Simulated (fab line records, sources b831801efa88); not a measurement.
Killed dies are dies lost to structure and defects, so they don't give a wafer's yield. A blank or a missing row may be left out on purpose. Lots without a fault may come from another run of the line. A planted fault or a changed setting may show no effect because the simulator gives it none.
Chamber matching | flow sky130 | SKY_CONTACT_CMP_27 on cmp-01: 4 sister chambers
The step polishes, stops on SiO2, t overpolish 15 s, target thk 0 nm. 24 wafers are shown with their chamber, then 12 later ones without.

WAFERS WITH THEIR CHAMBER
wafer  | chamber | motor_current_A (A) | time_to_endpoint_s (s) | retaining_ring_pressure_frac
L074.2 | 3       | 9.6                 | 77                     | 1.008
L074.3 | 2       | 12.3                | 86                     | 1.002
L074.4 | 0       | 10.0                | 84                     | 1.001
L075.1 | 2       | 12.1                | 82                     | 0.993
L075.3 | 3       | 10.8                | 75                     | 1.003
L075.5 | 0       | 10.2                | 80                     | 0.998
L077.2 | 0       | 10.1                | 83                     | 0.998
L077.3 | 1       | 11.0                | 76                     | 0.998
L077.4 | 2       | 11.6                | 84                     | 0.999
L078.2 | 2       | 12.3                | 82                     | 1.004
L078.3 | 3       | 10.2                | 75                     | 1.005
L078.5 | 1       | 10.6                | 78                     | 0.992
L080.1 | 2       | 11.2                | 84                     | 1.002
L080.3 | 0       | 10.5                | 80                     | 1.003
L080.4 | 1       | 11.1                | 82                     | 0.996
L082.4 | 0       | 10.0                | 81                     | 1.000
L082.5 | 0       | 10.5                | 80                     | 1.002
L082.6 | 1       | 11.3                | 76                     | 1.002
L083.1 | 2       | 11.6                | 80                     | 0.999
L083.2 | 0       | 10.2                | 76                     | 0.996
L083.4 | 1       | 11.5                | 71                     | 0.995
L086.2 | 0       | 10.2                | 81                     | 0.999
L086.3 | 1       | 12.1                | 82                     | 0.993
L086.4 | 3       | 10.2                | 79                     | 0.997

SIGNATURES (means of the wafers above)
reading                      | chamber 0 | chamber 1 | chamber 2 | chamber 3 | scatter within a chamber
motor_current_A              | 10.213    | 11.267    | 11.850    | 10.200    | 0.406
time_to_endpoint_s           | 80.62     | 77.50     | 83.00     | 76.50     | 2.83
retaining_ring_pressure_frac | 0.99962   | 0.99600   | 0.99983   | 1.00325   | 0.00349
Rule: a wafer's distance from a chamber is the root of the sum, over the readings, of the square of ((its reading less the chamber's mean) divided by the reading's scatter). The wafer belongs to the nearest chamber; if the next one is less than 2 further off, it can't be placed. The scatter: the root of (the sum of the squares of (reading less its chamber's mean) over the shown wafers, divided by (wafers less chambers)).

WAFERS WITHOUT THEIR CHAMBER
wafer  | motor_current_A (A) | time_to_endpoint_s (s) | retaining_ring_pressure_frac
L092.1 | 12.2                | 84                     | 1.001
L092.3 | 10.2                | 76                     | 1.007
L092.6 | 11.4                | 81                     | 1.000
L090.2 | 10.3                | 79                     | 0.994
L090.3 | 10.6                | 82                     | 0.994
L090.5 | 10.0                | 77                     | 1.006
L093.3 | 10.1                | 78                     | 1.008
L093.5 | 11.0                | 79                     | 1.000
L093.6 | 12.3                | 86                     | 0.995
L095.1 | 9.8                 | 74                     | 0.999
L095.5 | 9.9                 | 77                     | 1.004
L095.6 | 12.1                | 86                     | 1.001

WHICH CHAMBER EACH WENT THROUGH
wafer  | from the rows above               | in truth
L092.1 | 2                                 | 2
L092.3 | can't be placed: 3 or 0           | 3
L092.6 | can't be placed: 2 or 1 or 0      | 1
L090.2 | can't be placed: 0 or 1 or 3      | 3
L090.3 | can't be placed: 0 or 1 or 3 or 2 | 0
L090.5 | can't be placed: 3 or 0           | 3
L093.3 | can't be placed: 3 or 0           | 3
L093.5 | can't be placed: 1 or 0 or 3 or 2 | 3
L093.6 | can't be placed: 2 or 1           | 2
L095.1 | can't be placed: 3 or 0           | 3
L095.5 | can't be placed: 3 or 0           | 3
L095.6 | 2                                 | 2
Placed correctly: 2 of 12. Can't be placed from these rows: 10 (the true chamber is among the candidates in 10). Placed wrongly: 0.
